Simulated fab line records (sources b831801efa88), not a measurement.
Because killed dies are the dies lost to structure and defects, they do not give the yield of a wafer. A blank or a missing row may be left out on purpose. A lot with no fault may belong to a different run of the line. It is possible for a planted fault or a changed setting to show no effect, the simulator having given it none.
Comparing a struck lot with a sound one | flow sky130 | 16 out of 708 route steps
Sound: wafers L209.2, L209.3, L209.5. Struck: wafers L218.2, L218.4, L218.5. Last of all comes the cause.
Per side, at each step with rows, come the tool, then ch with its chambers, and then its first start. Under that, the readings that differ: sound wafers | struck wafers | difference of the means | sigmas: that difference in standard deviations of wafers without a fault.
alike: same words and numbers on both sides, and readings whose means sit less than 2 such deviations apart. not compared: any withheld reading, any reading some wafer has no value for, any bound like >300 that may hide the same value, and any number with overlapping values for which the record gives no deviation.
Wherever a step has rows on one side only, a row that says differs or no value, or a row with sigmas, the two part there. Non-overlapping numbers with no deviation appear without sigmas and do not part them. A reading missing from all wafers of one side parts the sides only when that side holds two or more wafers.

first, 2 steps without rows for these wafers: SKY_NWELL_IMPLANT_12; SKY_NWELL_IMPLANT_13.
SKY_NWELL_STRIP_14: strips in O2/N2.
  sound on plasma-asher-01 ch 0,1, day 7 00:23; struck on plasma-asher-01 ch 0,1, day 9 05:44
  alike: drypump-motor-current-A, oes-product-au, strip-time-to-endpoint-s
  not compared: rf-hours-counter-h
SKY_NWELL_TW_MEAS_15:
  sound on film-metro-02 at day 7 00:29; struck on film-metro-01 at day 9 05:51
  alike: NWELL_TW
then, 7 steps without rows for these wafers: SKY_NWELL_DEHYDRATE_16 (time 60 s); SKY_NWELL_HMDS_17 (prime time 60 s); SKY_NWELL_COAT_18 (resist thk 3000 nm); SKY_NWELL_SOFTBAKE_19; SKY_NWELL_EXPOSE_20 (exposes mask NWM COMPLEMENT, target cd 840 nm); SKY_NWELL_PEB_21; SKY_NWELL_DEVELOP_22 (develop time 60 s).
SKY_NWELL_OVL_MEAS_23:
  sound on overlay-01 at day 7 19:51; struck on overlay-02 at day 10 03:09
  alike: NWELL_01_OVL
SKY_NWELL_IMPLANT_24:
  sound on implanter-03 ch 0, day 7 19:55; struck on implanter-01 ch 0, day 10 03:13
  reading            | sound                        | struck                        | difference | sigmas
  dose-ions-cm2      | 9.19e+12 9.197e+12 9.203e+12 | 4.198e+12 4.199e+12 4.182e+12 | -5.004e+12 | -99 or more
  faraday-current-uA | 51.7 51.8 51.2               | 23.5 24.5 23.7                | -27.7      | -28
SKY_NWELL_STRIP_25: strips in O2/N2.
  sound on plasma-asher-01 ch 0,1, day 7 20:02; struck on plasma-asher-04 ch 0,1, day 10 03:20
  alike: drypump-motor-current-A, oes-product-au, strip-time-to-endpoint-s
  not compared: rf-hours-counter-h
SKY_NWELL_TW_MEAS_26:
  sound on film-metro-01 at day 7 20:08; struck on film-metro-01 at day 10 03:26
  reading    | sound             | struck            | difference | sigmas
  NWELL_2_TW | 498.6 498.8 498.8 | 392.0 391.2 390.9 | -107.4     | -43
then, 1 step without rows for these wafers: SKY_NWELL_CLEAN_27 (cleans in SC1/SC2, time 150 s).

WHERE THEY PART
Earliest at SKY_NWELL_IMPLANT_24; latest, in this record, at SKY_NWELL_TW_MEAS_26.

WHY: what the simulator had put in
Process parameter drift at SKY_NWELL_IMPLANT_24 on implanter-01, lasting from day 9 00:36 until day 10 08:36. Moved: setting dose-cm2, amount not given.
